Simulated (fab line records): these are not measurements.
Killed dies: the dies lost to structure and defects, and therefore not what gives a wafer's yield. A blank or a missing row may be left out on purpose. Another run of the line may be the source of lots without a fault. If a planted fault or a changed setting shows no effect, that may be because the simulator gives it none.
fab line records	flow sky130
[record] lots = 7	wafers = 21	lastDay = 49
route steps=708 shown CAPM@554 METAL3@555 PAD_OPEN@708
lots untouched by any fault: they come from a run of this same line in which no faults occurred
startH: the number of hours between the record's first day and the start of the first shown wafer of the lot	waitH: hours elapsed since this lot's preceding step	" identical to the entry in the row above	L1.1+2: one row covering several wafers at once	- either no value or no given start	* or withheld: withheld	< > ~ a bound
route shown NAME@n: NAME is a module with steps in the file, n the number in the route of the first one	usual: average and standard deviation across the fault-free wafers	same: alike in all rows	chamber/n: place in a boat	sites: per-site readings	_std_site: standard deviation of those values	_edge_site: mean of outer sites minus mean of inner sites	radiusMm: how far each site lies from the wafer's centre	mask NAME#n: copy n	behind: the last tool/chamber to shape the wafer	hold: what put the lot on hold/how long, in hours/how the hold closed	device: which transistor (n, p or np) failed to switch	end of line: the same wafers' tests at the end of the route	a step with no rows: only its recipe	killed: at the first sort, the dies lost to defects and structure; wafer yield is something else	map: shows each die of a wafer: x if killed, . if not, _ if none is there
set.NAME: setting as actually run; set.NAME@STEP: the setting as run at that earlier step	model.NAME: the simulator's own value behind a step, which no gauge read
lots seen at some steps along the route; tables by step, rows by wafer
services: when a tool's chamber went out of use (startH, in hours from the record's first day, below 0 if earlier), for how many hours, and the reason
[[steps]]
[step SKY_CAPM_CLEAN_17]
[recipe] chemistry = O3/DIW	dry = n2Spin
[step SKY_METAL3_DEHYDRATE_05]
[recipe] tempC = 200	timeS = 60
[step SKY_METAL3_HMDS_06]
[recipe] primeTimeS = 60	primeTempC = 120
[step SKY_METAL3_COAT_07]
[recipe] resist = BARC	tempC = withheld	timeS = withheld	spinRpm = 3000	resistThkNm = 60
[step SKY_METAL3_COAT_08]
[recipe] resist = KrF-thick	spinRpm = 3000	resistThkNm = 1140
[step SKY_METAL3_SOFTBAKE_09]
[recipe] tempC = 100	timeS = 90	resist = KrF-thick
[step SKY_METAL3_EXPOSE_10]
[recipe] maskId = MM3	na = 0.68	sourceShape = annular	sigmaInner = 0.4	sigmaOuter = 0.8	targetCdNm = 300	doseMj = 28
[step SKY_METAL3_PEB_11]
[recipe] pebTempC = withheld	pebTimeS = withheld	resist = KrF-thick
[step SKY_METAL3_DEVELOP_12]
[recipe] developTimeS = 60	resist = KrF-thick	devTempC = 21
[step SKY_METAL3_CD_MEAS_13]
[recipe] targetCdNm = 300
[usual] cdNm = 299.8/1.7
lot.wafer	tool	chamber	startH	waitH	cdNm
L117.4	cdSem-01	-	985.61	-	298.5
L117.5	"	-	"	"	298.2
L117.6	"	-	"	"	298.4
L120.1	cdSem-02	-	1022.92	-	302.3
L120.4	"	-	"	"	302.1
L120.5	"	-	"	"	302.8
L118.2	cdSem-01	-	1026.23	-	297.4
L118.4	"	-	"	"	296.6
L118.5	"	-	"	"	297.3
L119.3	cdSem-01	-	1026.60	-	298.8
L119.5	"	-	"	"	298.6
L119.6	"	-	"	"	297.9
L122.3	cdSem-02	-	1027.66	-	299.6
L122.5	"	-	"	"	301.0
L122.6	"	-	"	"	299.5
L123.1	cdSem-02	-	1029.27	-	301.1
L123.2	"	-	"	"	299.8
L123.6	"	-	"	"	301.2
L124.2	cdSem-02	-	1030.93	-	296.2
L124.3	"	-	"	"	296.2
L124.4	"	-	"	"	296.4
[step SKY_METAL3_OVL_MEAS_14]
[usual] METAL3_OVL = 5/5.6
lot.wafer	tool	chamber	startH	waitH	METAL3_OVL[nm]
L117.4	overlay-02	-	985.68	0.1	16
L117.5	"	-	"	"	16
L117.6	"	-	"	"	13
L120.1	overlay-01	-	1023.04	0.1	5
L120.4	"	-	"	"	-9
L120.5	"	-	"	"	3
L118.2	overlay-02	-	1026.34	0.1	4
L118.4	"	-	"	"	6
L118.5	"	-	"	"	8
L119.3	overlay-01	-	1026.69	0.1	4
L119.5	"	-	"	"	3
L119.6	"	-	"	"	1
L122.3	overlay-02	-	1027.75	0.1	8
L122.5	"	-	"	"	12
L122.6	"	-	"	"	11
L123.1	overlay-02	-	1029.39	0.1	16
L123.2	"	-	"	"	15
L123.6	"	-	"	"	16
L124.2	overlay-02	-	1031.04	0.1	9
L124.3	"	-	"	"	4
L124.4	"	-	"	"	-3
[step SKY_METAL3_DESCUM_15]
[recipe] chemistry = O2	sourcePowerW = 150	biasPowerW = 0	pressureMtorr = 10	tempC = 40	timeS = 8
[usual] drypumpMotorCurrentA = 5.39/0.29	oesProductAu = 0.999/0.011
lot.wafer	tool	chamber	startH	waitH	drypumpMotorCurrentA	oesProductAu	rfHoursCounterH
L117.4	rieMetal-03	0	985.71	0.0	5.55	0.987	-
L117.5	"	1	"	"	5.79	0.992	-
L117.6	"	0	"	"	5.55	0.995	-
L120.1	rieMetal-01	0	1023.07	0.0	5.62	1.010	20
L120.4	"	0	"	"	5.59	1.010	-
L120.5	"	1	"	"	4.87	0.991	-
L118.2	rieMetal-04	1	1026.38	0.0	5.30	0.986	-
L118.4	"	1	"	"	5.29	0.976	-
L118.5	"	1	"	"	5.30	0.984	-
L119.3	rieMetal-01	1	1026.73	0.0	4.86	0.985	-
L119.5	"	1	"	"	4.85	0.993	-
L119.6	"	0	"	"	5.62	1.012	-
L122.3	rieMetal-04	1	1027.79	0.0	5.30	0.981	-
L122.5	"	1	"	"	5.28	0.979	-
L122.6	"	1	"	"	5.30	0.992	-
L123.1	rieMetal-03	1	1029.42	0.0	5.81	0.995	7
L123.2	"	0	"	"	5.57	1.011	20
L123.6	"	0	"	"	5.56	1.005	-
L124.2	rieMetal-01	1	1031.07	0.0	4.84	0.991	16
L124.3	"	0	"	"	5.60	1.001	-
L124.4	"	1	"	"	4.86	0.989	-
[step SKY_METAL3_ETCH_16]
[recipe] chemistry = N2/H2	target = BARC	ionEnergyEv = 200	biasW = 100	pressureMtorr = 30	n2FlowSccm = 100	h2FlowSccm = 200	icpW = 500	stopOn = SiO2	timeS = 88.2	targetDepthA = 600
[usual] biasW = 100.0/0.33	chamberPressureMTorr = 30.00/0.03	drypumpMotorCurrentA = 5.40/0.3	oesProductAu = 0.626/0.0044	throttleValvePct = 13.203/0.0094
lot.wafer	tool	chamber	startH	waitH	biasW	chamberPressureMTorr	drypumpMotorCurrentA	oesProductAu	rfHoursCounterH	throttleValvePct	model.KrF-thick_of_METAL3_COAT_08.thkNm
L117.4	rieMetal-03	0	985.77	0.0	-	-	-	-	-	-	1123
L117.5	"	1	"	"	-	-	-	-	-	-	1126
L117.6	"	0	"	"	-	-	-	-	-	-	1126
L120.1	rieMetal-01	0	1023.10	0.0	100.8	29.97	5.64	0.618	20	13.200	1074
L120.4	"	0	"	"	100.4	29.97	5.66	0.623	-	13.183	1075
L120.5	"	1	"	"	99.3	29.97	4.86	0.621	-	13.208	1072
L118.2	rieMetal-04	1	1026.46	0.1	-	-	-	-	-	-	1127
L118.4	"	1	"	"	-	-	-	-	-	-	1124
L118.5	"	1	"	"	-	-	-	-	-	-	1125
L119.3	rieMetal-01	1	1026.78	0.0	-	-	-	-	-	-	1128
L119.5	"	1	"	"	-	-	-	-	-	-	1124
L119.6	"	0	"	"	-	-	-	-	-	-	1128
L122.3	rieMetal-04	1	1027.90	0.1	100.9	30.00	5.31	0.625	-	13.213	1074
L122.5	"	1	"	"	100.5	29.98	5.30	0.627	-	13.194	1072
L122.6	"	1	"	"	100.7	30.03	5.31	0.628	-	13.210	1071
L123.1	rieMetal-03	1	1029.45	0.0	99.5	29.98	5.86	0.623	7	13.212	1077
L123.2	"	0	"	"	99.8	30.02	5.56	0.629	20	13.200	1074
L123.6	"	0	"	"	100.4	29.97	5.56	0.627	-	13.192	1077
L124.2	rieMetal-01	1	1031.10	0.0	99.8	30.02	4.86	0.619	16	13.190	1072
L124.3	"	0	"	"	100.0	30.00	5.64	0.624	-	13.183	1077
L124.4	"	1	"	"	99.8	29.99	4.87	0.625	-	13.193	1075
[step SKY_METAL3_ETCH_17]
[recipe] target = SiO2	stopOn = TiN	chemistry = C4F8/O2/Ar	sourceW = 1500	biasW = 1200	pressureMtorr = 40	c4f8FlowSccm = withheld	O2_flow_sccm = 6	Ar_flow_sccm = 300	timeS = 3.9	targetDepthA = 150
[usual] biasW = 1200/3.6	chamberPressureMTorr = 40.00/0.078	oesProductAu = 0.757/0.0071
lot.wafer	tool	chamber	startH	waitH	biasW	chamberPressureMTorr	oesProductAu	rfHoursCounterH
L117.4	rieDiel-04	2	985.83	0.0	1195	40.01	0.375	3
L117.5	"	0	"	"	1196	40.03	0.376	-
L117.6	"	3	"	"	1202	39.94	0.372	-
L120.1	rieDiel-01	3	1023.20	0.1	1200	39.99	0.754	15
L120.4	"	2	"	"	1195	40.03	0.755	22
L120.5	"	0	"	"	1201	40.02	0.763	-
L118.2	rieDiel-01	3	1026.63	0.1	1204	39.98	0.369	15
L118.4	"	2	"	"	1202	39.89	0.373	22
L118.5	"	1	"	"	1201	40.01	0.368	-
L119.3	rieDiel-04	1	1026.85	0.0	1207	40.06	0.379	11
L119.5	"	0	"	"	1201	39.96	0.374	-
L119.6	"	3	"	"	1200	39.96	0.366	-
L122.3	rieDiel-01	3	1028.03	0.1	1196	39.99	0.753	15
L122.5	"	3	"	"	1207	40.03	0.761	-
L122.6	"	2	"	"	1206	39.99	0.760	-
L123.1	rieDiel-02	0	1029.55	0.1	1197	39.98	0.752	14
L123.2	"	1	"	"	1202	39.95	0.761	24
L123.6	"	0	"	"	1198	39.97	0.763	-
L124.2	rieDiel-04	2	1031.20	0.1	1200	39.96	0.742	5
L124.3	"	3	"	"	1198	40.02	0.762	24
L124.4	"	0	"	"	1198	39.18	0.754	11
[step SKY_METAL3_METAL_ETCH_18]
[recipe] targetDepthA = 8450	stopOn = SiO2	overEtchFrac = 0.3	timeS = 183.1	chemistry = Cl2/BCl3	resistSidewallDeg = 88	pressureMtorr = 10	icpW = 900	biasW = 48.5	Cl2_flow_sccm = 60	bcl3FlowSccm = 30
[usual] bcl3FlowSccm = 30.00/0.086	biasW = 48.48/0.14	drypumpMotorCurrentA = 5.4/0.34	oesProductAu = 0.865/0.0074	throttleValvePct = 22.265/0.0095
lot.wafer	tool	chamber	startH	waitH	bcl3FlowSccm	biasW	drypumpMotorCurrentA	oesProductAu	rfHoursCounterH	throttleValvePct	model.KrF-thick_of_METAL3_COAT_08.thkNm
L117.4	rieMetal-04	1	985.91	0.1	30.08	48.39	5.3	0.377	-	22.287	586.4
L117.5	"	0	"	"	29.97	48.58	5.4	0.380	-	22.260	571.7
L117.6	"	1	"	"	30.17	48.49	5.3	0.372	-	22.273	588
L120.1	rieMetal-04	0	1023.22	0.0	30.06	48.50	5.4	0.866	19	22.244	517
L120.4	"	0	"	"	29.90	48.49	5.4	0.860	-	22.262	511.6
L120.5	"	0	"	"	30.05	48.77	5.4	0.872	-	22.275	512.9
L118.2	rieMetal-03	0	1026.65	0.0	29.93	48.67	5.6	0.375	19	22.277	571.8
L118.4	"	1	"	"	29.97	48.57	5.8	0.377	-	22.256	574.7
L118.5	"	0	"	"	30.08	48.83	5.6	0.383	-	22.268	565
L119.3	rieMetal-03	0	1026.93	0.1	30.01	48.73	5.6	0.372	-	22.259	575.9
L119.5	"	0	"	"	29.89	48.82	5.6	0.381	-	22.268	572.3
L119.6	"	1	"	"	30.03	48.39	5.8	0.377	-	22.240	585.1
L122.3	rieMetal-03	0	1028.11	0.1	30.04	48.44	5.6	0.867	-	22.279	518
L122.5	"	1	"	"	30.17	48.54	5.8	0.864	-	22.249	530
L122.6	"	0	"	"	30.09	48.57	5.6	0.867	-	22.261	518.6
L123.1	rieMetal-01	1	1029.57	0.0	30.10	48.40	4.9	0.870	16	22.270	540.1
L123.2	"	0	"	"	29.98	48.46	5.6	0.858	21	22.260	521.2
L123.6	"	0	"	"	29.96	48.41	5.6	0.871	-	22.260	518.5
L124.2	rieMetal-03	0	1031.22	0.0	30.00	48.70	5.6	0.858	20	22.268	524.2
L124.3	"	1	"	"	30.09	48.47	5.8	0.857	-	22.257	544
L124.4	"	0	"	"	29.90	48.65	5.6	0.877	-	22.263	523.7
[step SKY_METAL3_STRIP_19]
[recipe] chemistry = O2/N2	powerW = 1400	pressureMtorr = 1500	platenTempC = withheld	o2FlowSccm = 3000	n2FlowSccm = 300	overashFraction = 0.5
[usual] drypumpMotorCurrentA = 5.7/0.31	oesProductAu = 0.502/0.0052	stripTimeToEndpointS = 6.52/0.085
lot.wafer	tool	chamber	startH	waitH	drypumpMotorCurrentA	oesProductAu	rfHoursCounterH	stripTimeToEndpointS
L117.4	plasmaAsher-01	0	986.06	0.1	5.9	0.521	-	7.13
L117.5	"	1	"	"	5.2	0.511	-	6.98
L117.6	"	0	"	"	5.9	0.519	-	7.12
L120.1	plasmaAsher-04	0	1023.40	0.1	6.1	0.503	26	6.44
L120.4	"	0	"	"	6.1	0.494	-	6.39
L120.5	"	0	"	"	6.1	0.503	-	6.39
L118.2	plasmaAsher-04	0	1026.83	0.1	6.1	0.518	26	6.97
L118.4	"	1	"	"	5.4	0.524	-	7.01
L118.5	"	1	"	"	5.4	0.511	-	6.92
L119.3	plasmaAsher-01	1	1027.08	0.1	5.2	0.527	-	7.01
L119.5	"	0	"	"	5.8	0.524	-	6.98
L119.6	"	1	"	"	5.2	0.526	-	7.11
L122.3	plasmaAsher-01	1	1028.26	0.1	5.2	0.508	-	6.44
L122.5	"	1	"	"	5.2	0.504	-	6.55
L122.6	"	0	"	"	5.9	0.494	-	6.44
L123.1	plasmaAsher-04	0	1029.75	0.1	6.0	0.511	27	6.68
L123.2	"	1	"	"	5.4	0.507	27	6.48
L123.6	"	1	"	"	5.4	0.495	-	6.45
L124.2	plasmaAsher-01	0	1031.39	0.1	5.9	0.499	92	6.51
L124.3	"	1	"	"	5.2	0.513	-	6.70
L124.4	"	0	"	"	5.9	0.505	-	6.52
[step SKY_METAL3_STRIP_20]
[recipe] chemistry = postEtchResidueRemover	timeS = 1200	tempC = 72.5
[step SKY_PAD_OPEN_PROBE_99]
[usual] defectLimitedYield = 82.4/1.9	killed_at_M0_to_M3 = 44/6.5	killed_at_M4_up = 2.9/1.7	killedAtContacts = 24/5.7	killedAtFrontEnd = 16/4.4	killedAtOther = 0.2/0.48	killedDies = 87/9.6	killedOnRim = 17/3.8	killedOpen = 48/6.7	killedShort = 38/6.2	sort_bin_3_pad_short = 0.8/0.39	sort_bin_5_function = 10.5/1.6	sort_bin_6_memory = 6.4/1	sortNPass = 405/9.5	sortYieldPct = 82.3/1.9
[same] grossDies = 492	killedAtBackSide = 0	sort_bin_4_leakage[%] = 0	sort_bin_8_speed[%] = 0
lot.wafer	tool	chamber	startH	waitH	defectLimitedYield[%]	killed_at_M0_to_M3	killed_at_M4_up	killedAtContacts	killedAtFrontEnd	killedAtOther	killedDies	killedOnRim	killedOpen	killedShort	sort_bin_3_pad_short[%]	sort_bin_5_function[%]	sort_bin_6_memory[%]	sortNPass	sortYieldPct[%]
L117.5	prober-02	-	1147.02	0.2	0	454	2	24	12	0	492	96	58	31	0.8	92.5	6.7	0	0
L117.6	prober-02	-	1147.07	0.2	0	441	2	28	21	0	492	96	55	42	1.6	91.9	6.5	0	0
L120.1	prober-01	-	1176.17	0.1	82.5	43	2	21	20	0	86	12	44	42	0.8	10.2	6.5	406	82.5
L120.4	prober-01	-	1176.32	0.2	83.7	47	2	15	16	0	80	15	43	37	0.4	9.6	6.3	412	83.7
L120.5	prober-01	-	1176.37	0.2	82.7	48	0	19	18	0	85	14	46	39	1.0	10.8	5.5	407	82.7
L118.2	prober-02	-	1177.71	0.1	0	458	2	24	8	0	492	96	46	42	0.6	93.5	5.9	0	0
L118.4	prober-02	-	1177.81	0.2	0	449	4	26	13	0	492	96	43	31	1.2	93.9	4.9	0	0
L118.5	prober-02	-	1177.86	0.2	0	443	4	27	18	0	492	96	56	32	0.4	92.7	6.9	0	0
L119.5	prober-01	-	1178.57	0.2	0	459	6	10	17	0	492	96	37	26	0.2	94.1	5.7	0	0
L119.6	prober-01	-	1178.62	0.2	0	449	5	23	14	1	492	96	42	33	0.4	93.7	5.9	0	0
L122.3	prober-01	-	1180.46	0.2	82.7	44	4	22	15	0	85	15	49	36	1.6	9.3	6.3	407	82.7
L122.5	prober-01	-	1180.56	0.2	82.9	41	2	30	11	0	84	18	47	37	1.0	10.2	5.9	408	82.9
L123.1	prober-02	-	1182.09	0.1	84.6	37	7	17	14	1	76	12	40	36	0.4	9.8	5.3	416	84.6
L123.2	prober-02	-	1182.14	0.1	86.2	30	2	20	16	0	68	16	39	29	0.2	7.7	5.9	424	86.2
L123.6	prober-02	-	1182.34	0.2	86.6	34	3	20	9	0	66	12	33	33	1.0	8.3	4.1	426	86.6
L124.2	prober-01	-	1182.34	0.1	81.3	46	4	20	22	0	92	20	47	45	1.0	11.0	6.7	400	81.3
L124.3	prober-01	-	1182.39	0.2	81.5	48	7	20	16	0	91	15	50	41	1.4	9.3	7.7	401	81.5
L124.4	prober-01	-	1182.44	0.2	85.2	34	4	19	16	0	73	10	40	33	0.4	8.1	6.3	419	85.2
// killed by level:class
L117.5 METAL3:areaEtch=403 VIA1:geometricParticle:open=14 CONTACT:geometricParticle:open=12 VIA3:geometricParticle:open=11 METAL1:geometricParticle:short=6 LI_CONTACT:geometricParticle:open=5 FIELD_ISO:geometricParticle:short=4 METAL2:geometricParticle:open=4
L117.6 METAL3:areaEtch=395 CONTACT:geometricParticle:open=14 POLY_GATE:geometricParticle:open=8 METAL1:geometricParticle:short=6 VIA1:geometricParticle:short=6 LI_CONTACT:geometricParticle:open=5 VIA3:geometricParticle:open=5 VIA1:geometricParticle:open=5
L120.1 CONTACT:geometricParticle:open=10 FIELD_ISO:geometricParticle:open=8 METAL1:geometricParticle:short=8 VIA1:geometricParticle:open=8 CONTACT:geometricParticle:short=5 LI_CONTACT:geometricParticle:open=5 METAL2:geometricParticle:short=5 METAL3:geometricParticle:short=5
L120.4 VIA2:geometricParticle:open=9 VIA1:geometricParticle:open=7 CONTACT:geometricParticle:open=6 VIA3:geometricParticle:open=6 POLY_GATE:geometricParticle:short=5 METAL2:geometricParticle:short=5 METAL1:geometricParticle:short=5 VIA1:geometricParticle:short=5
L120.5 VIA1:geometricParticle:open=14 VIA3:geometricParticle:open=8 CONTACT:geometricParticle:open=6 VIA2:geometricParticle:short=6 POLY_GATE:geometricParticle:short=5 LI_CONTACT:geometricParticle:open=5 CONTACT:geometricParticle:short=5 VIA1:geometricParticle:short=5
L118.2 METAL3:areaEtch=404 VIA1:geometricParticle:open=11 CONTACT:geometricParticle:open=10 VIA1:geometricParticle:short=8 VIA2:geometricParticle:open=8 METAL2:geometricParticle:short=7 VIA3:geometricParticle:open=7 LI_CONTACT:geometricParticle:open=5
L118.4 METAL3:areaEtch=418 CONTACT:geometricParticle:open=12 METAL1:geometricParticle:short=6 VIA2:geometricParticle:open=5 LI_CONTACT:geometricParticle:open=5 CONTACT:geometricParticle:short=5 VIA3:geometricParticle:open=5 FIELD_ISO:geometricParticle:open=4
L118.5 METAL3:areaEtch=404 CONTACT:geometricParticle:open=14 VIA3:geometricParticle:open=10 VIA1:geometricParticle:open=9 CONTACT:geometricParticle:short=6 LI_CONTACT:geometricParticle:open=5 VIA1:geometricParticle:short=5 FIELD_ISO:geometricParticle:open=4
L119.5 METAL3:areaEtch=429 POLY_GATE:geometricParticle:open=6 CONTACT:geometricParticle:open=6 VIA1:geometricParticle:open=5 METAL1:geometricParticle:short=5 FIELD_ISO:geometricParticle:open=4 VIA2:geometricParticle:open=4 VIA3:geometricParticle:open=4
L119.6 METAL3:areaEtch=417 VIA1:geometricParticle:open=9 CONTACT:geometricParticle:open=7 VIA2:geometricParticle:open=7 LI_CONTACT:geometricParticle:open=5 CONTACT:geometricParticle:short=5 VIA3:geometricParticle:open=5 POLY_GATE:geometricParticle:open=4
L122.3 VIA1:geometricParticle:open=15 CONTACT:geometricParticle:open=8 VIA2:geometricParticle:open=6 VIA1:geometricParticle:short=5 CONTACT:geometricParticle:short=5 METAL2:geometricParticle:short=5 FIELD_ISO:geometricParticle:open=4 LI_CONTACT:geometricParticle:open=4
L122.5 LI_CONTACT:geometricParticle:open=9 CONTACT:geometricParticle:open=9 VIA3:geometricParticle:open=9 VIA1:geometricParticle:open=7 VIA2:geometricParticle:open=7 LOCAL_INTERCONNECT:geometricParticle:short=6 METAL1:geometricParticle:short=6 CONTACT:geometricParticle:short=5
L123.1 VIA1:geometricParticle:open=10 CONTACT:geometricParticle:open=8 POLY_GATE:geometricParticle:short=6 LI_CONTACT:geometricParticle:open=6 METAL4:geometricParticle:short=6 METAL1:geometricParticle:short=6 VIA2:geometricParticle:open=5 VIA3:geometricParticle:open=4
L123.2 LI_CONTACT:geometricParticle:open=11 CONTACT:geometricParticle:open=7 POLY_GATE:geometricParticle:open=5 VIA1:geometricParticle:short=5 VIA3:geometricParticle:open=4 METAL3:geometricParticle:short=4 FIELD_ISO:geometricParticle:open=3 METAL1:geometricParticle:short=3
L124.2 METAL2:geometricParticle:short=7 METAL1:geometricParticle:short=7 VIA1:geometricParticle:open=7 CONTACT:geometricParticle:open=6 VIA3:geometricParticle:open=6 VIA2:geometricParticle:open=5 POLY_GATE:geometricParticle:short=5 LOCAL_INTERCONNECT:geometricParticle:short=5
L123.6 VIA1:geometricParticle:open=10 LI_CONTACT:geometricParticle:open=8 METAL1:geometricParticle:short=7 POLY_GATE:geometricParticle:short=5 CONTACT:geometricParticle:open=5 CONTACT:geometricParticle:short=4 METAL2:geometricParticle:short=4 VIA1:geometricParticle:short=3
L124.3 VIA1:geometricParticle:open=16 LI_CONTACT:geometricParticle:open=6 VIA2:geometricParticle:open=6 METAL4:geometricParticle:short=6 METAL2:geometricParticle:short=5 CONTACT:geometricParticle:open=5 METAL3:geometricParticle:short=5 POLY_GATE:geometricParticle:open=4
L124.4 LI_CONTACT:geometricParticle:open=8 VIA2:geometricParticle:open=7 METAL2:geometricParticle:short=6 VIA3:geometricParticle:open=6 POLY_GATE:geometricParticle:short=5 CONTACT:geometricParticle:open=5 VIA1:geometricParticle:open=5 FIELD_ISO:geometricParticle:open=3
// map L117.5 (x killed, . not)
__________xxxxxxxxxx_________
________xxxxxxxxxxxxxx_______
______xxxxxxxxxxxxxxxxxx_____
_____xxxxxxxxxxxxxxxxxxxx____
____xxxxxxxxxxxxxxxxxxxxxx___
___xxxxxxxxxxxxxxxxxxxxxxxx__
__xxxxxxxxxxxxxxxxxxxxxxxxxx_
_xxxxxxxxxxxxxxxxxxxxxxxxxxxx
_xxxxxxxxxxxxxxxxxxxxxxxxxxxx
_xxxxxxxxxxxxxxxxxxxxxxxxxxxx
_xxxxxxxxxxxxxxxxxxxxxxxxxxxx
_xxxxxxxxxxxxxxxxxxxxxxxxxxxx
_xxxxxxxxxxxxxxxxxxxxxxxxxxxx
_xxxxxxxxxxxxxxxxxxxxxxxxxxxx
_xxxxxxxxxxxxxxxxxxxxxxxxxxxx
__xxxxxxxxxxxxxxxxxxxxxxxxxx_
___xxxxxxxxxxxxxxxxxxxxxxxx__
____xxxxxxxxxxxxxxxxxxxxxx___
_____xxxxxxxxxxxxxxxxxxxx____
______xxxxxxxxxxxxxxxxxx_____
________xxxxxxxxxxxxxx_______
__________xxxxxxxxxx_________
// map L118.2 (x killed, . not)
__________xxxxxxxxxx_________
________xxxxxxxxxxxxxx_______
______xxxxxxxxxxxxxxxxxx_____
_____xxxxxxxxxxxxxxxxxxxx____
____xxxxxxxxxxxxxxxxxxxxxx___
___xxxxxxxxxxxxxxxxxxxxxxxx__
__xxxxxxxxxxxxxxxxxxxxxxxxxx_
_xxxxxxxxxxxxxxxxxxxxxxxxxxxx
_xxxxxxxxxxxxxxxxxxxxxxxxxxxx
_xxxxxxxxxxxxxxxxxxxxxxxxxxxx
_xxxxxxxxxxxxxxxxxxxxxxxxxxxx
_xxxxxxxxxxxxxxxxxxxxxxxxxxxx
_xxxxxxxxxxxxxxxxxxxxxxxxxxxx
_xxxxxxxxxxxxxxxxxxxxxxxxxxxx
_xxxxxxxxxxxxxxxxxxxxxxxxxxxx
__xxxxxxxxxxxxxxxxxxxxxxxxxx_
___xxxxxxxxxxxxxxxxxxxxxxxx__
____xxxxxxxxxxxxxxxxxxxxxx___
_____xxxxxxxxxxxxxxxxxxxx____
______xxxxxxxxxxxxxxxxxx_____
________xxxxxxxxxxxxxx_______
__________xxxxxxxxxx_________
[[services]]
tool	chamber	startH	hours	kind
rieDiel-01	3	980.89	4.1	repair
rieDiel-02	0	1006.15	2.0	repair
plasmaAsher-01	-	1016.27	2.8	pm
rieMetal-04	0	1024.31	-	clean
rieMetal-04	0	1024.31	14.8	scheduledDown
rieMetal-04	0	1024.31	14.8	ventCycle
[[key]]
[firstSign] step = SKY_METAL3_ETCH_16	reading = toolRecord	direction = missing
[effect] step = SKY_METAL3_ETCH_17	reading = oesProductAu	direction = down	sigmas = 54	usual = 0.757	struck = 0.373
[effect] step = SKY_METAL3_METAL_ETCH_18	reading = oesProductAu	direction = down	sigmas = 66	usual = 0.865	struck = 0.377
[effect] step = SKY_METAL3_STRIP_19	reading = stripTimeToEndpointS	direction = up	sigmas = 6	usual = *	struck = *
[effect] step = SKY_PAD_OPEN_PROBE_99	reading = killed_at_M0_to_M3	direction = up	sigmas = 63	usual = 44	struck = 450
[modelEffect] step = SKY_METAL3_ETCH_16	value = KrF-thick_of_METAL3_COAT_08.thkNm	without = 1076	struck = 1126
[modelEffect] step = SKY_METAL3_METAL_ETCH_18	value = KrF-thick_of_METAL3_COAT_08.thkNm	without = 526.9	struck = 576.8
[moreKillsBornAt] SKY_METAL3_ETCH_16@rieMetal-04 = 1225	SKY_METAL3_ETCH_16@rieMetal-01 = 846	SKY_METAL3_ETCH_16@rieMetal-03 = 797
metAt SKY_METAL3_ETCH_16
struckWafers L117.4,L117.5,L117.6,L118.2,L118.4,L118.5,L119.3,L119.5,L119.6
laterRowsLeftOut L117.4,L117.5,L117.6,L118.2,L118.4,L118.5,L119.3,L119.5,L119.6
[fault] kind = skippedStepWhole	tool = rieMetal-01,rieMetal-03,rieMetal-04	chamber = -	onsetH = 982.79	steps = SKY_METAL3_ETCH_16	scope = struckLotsOnly
// laterRowsLeftOut: the simulator's readings of these wafers behind a module that went badly wrong aren't trusted and aren't shown, but for the sort
